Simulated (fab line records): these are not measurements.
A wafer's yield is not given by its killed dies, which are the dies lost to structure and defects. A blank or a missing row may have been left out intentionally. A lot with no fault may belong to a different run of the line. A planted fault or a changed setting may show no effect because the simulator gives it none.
Chamber matching -- flow sfq-line -- SFQ_TRILAYER_I7_CMP_CMP_184 on cmp-01 has 4 sister chambers
The step polishes SiO2. 7 wafers are shown with their chamber, then 8 later ones without.

== EACH WAFER AND ITS CHAMBER ==
wafer,chamber,motor-current-A (A),time-to-endpoint-s (s)
L506.5,2,11.4,217
L510.4,2,11.2,224
L510.6,3,9.5,221
L512.1,0,10.0,209
L512.3,3,10.0,216
L512.5,1,10.0,208
L514.1,1,10.2,219

== WAFERS WITHOUT THEIR CHAMBER ==
wafer,motor-current-A (A),time-to-endpoint-s (s)
L514.2,9.9,225
L514.5,10.2,221
L516.1,9.9,207
L516.2,10.1,204
L516.6,10.3,215
L518.3,9.3,217
L518.5,10.8,226
L518.6,10.2,215

== THE CHAMBER EACH PASSED THROUGH ==
wafer,from the rows above,in truth
L514.2,can't be placed: 3 or 1 or 0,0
L514.5,can't be placed: 1 or 3 or 0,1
L516.1,can't be placed: 0 or 1 or 3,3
L516.2,can't be placed: 0 or 1 or 3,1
L516.6,can't be placed: 1 or 0 or 3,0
L518.3,can't be placed: 3 or 0 or 1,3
L518.5,can't be placed: 2 or 1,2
L518.6,can't be placed: 1 or 0 or 3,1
Correctly placed: 0 of 8. Cannot be placed on the basis of these rows: 8; the candidates contain the true chamber in 8. 0 placed wrongly.
How it was worked out, from the rows above alone: a wafer's distance from a chamber is the root of the sum, over the readings, of the square of ((its reading less the chamber's mean) divided by the reading's scatter). If the next closest chamber is less than 2 further off than the closest, the wafer can't be placed; otherwise it belongs to the closest. A chamber's mean is the mean of its shown wafers. The scatter: take each reading less its chamber's mean, square it, sum over the shown wafers, divide by the number of wafers less the number of chambers, and take the root.
